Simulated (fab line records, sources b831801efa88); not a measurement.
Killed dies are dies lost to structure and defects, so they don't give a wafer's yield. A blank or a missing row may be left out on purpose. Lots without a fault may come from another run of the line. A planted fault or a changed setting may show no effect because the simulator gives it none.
Which tool did it? | flow sky130 | 11 lots, 33 wafers sampled, at 1 step of a route of 708

WHAT THE GAUGES READ, wafer by wafer
SKY_VT_ADJUST_LVTN_OVL_MEAS_18.
lot  | measured     | on         | VT_ADJUST_LVTN_01_OVL (nm)
L298 | day 7 12:05  | overlay-01 | -2.0 -1.4 -1.2
L299 | day 7 21:21  | overlay-02 | -2.3 -0.3 -3.0
L307 | day 10 18:12 | overlay-01 | -0.1 -0.6 -3.1
L308 | day 10 21:23 | overlay-02 | -1.6 -2.4 -3.4
L310 | day 11 04:26 | overlay-02 | -0.8 -0.3 1.4
L309 | day 11 05:37 | overlay-01 | -1.2 -2.0 0.0
L312 | day 11 15:03 | overlay-02 | -2.8 -2.7 -1.3
L313 | day 12 01:29 | overlay-01 | -0.9 -0.5 -1.3
L316 | day 12 17:59 | overlay-01 | 0.2 -1.8 -2.8
L318 | day 13 13:40 | overlay-02 | -1.9 -1.2 -1.0
L320 | day 14 01:15 | overlay-02 | -2.0 -1.2 -1.3

WHICH TOOL RAN EACH LOT (tool, then ch and the chambers of the sampled wafers, then the start)
The record holds no process step before these readings.

THE ANSWER, worked out from the rows above alone
Rule: what is usual is taken from the lots themselves. Put in order of their means at a reading, lots are off if they are a third of the lots or fewer, leave a main group of 4 or more, and stand apart from it by a gap of 3 or more times the standard deviation of the main group's means; of several such gaps the widest counts. A main group whose means are all the same, to the digits that the tables above print for the reading, isn't used. A lot without any number at a reading at which 4 lots or more have one is off too. The other lots that the step has rows for count as sound.
No lot is off at any reading shown: from this, nothing can be told.

WHAT THE SIMULATOR HAD PUT IN
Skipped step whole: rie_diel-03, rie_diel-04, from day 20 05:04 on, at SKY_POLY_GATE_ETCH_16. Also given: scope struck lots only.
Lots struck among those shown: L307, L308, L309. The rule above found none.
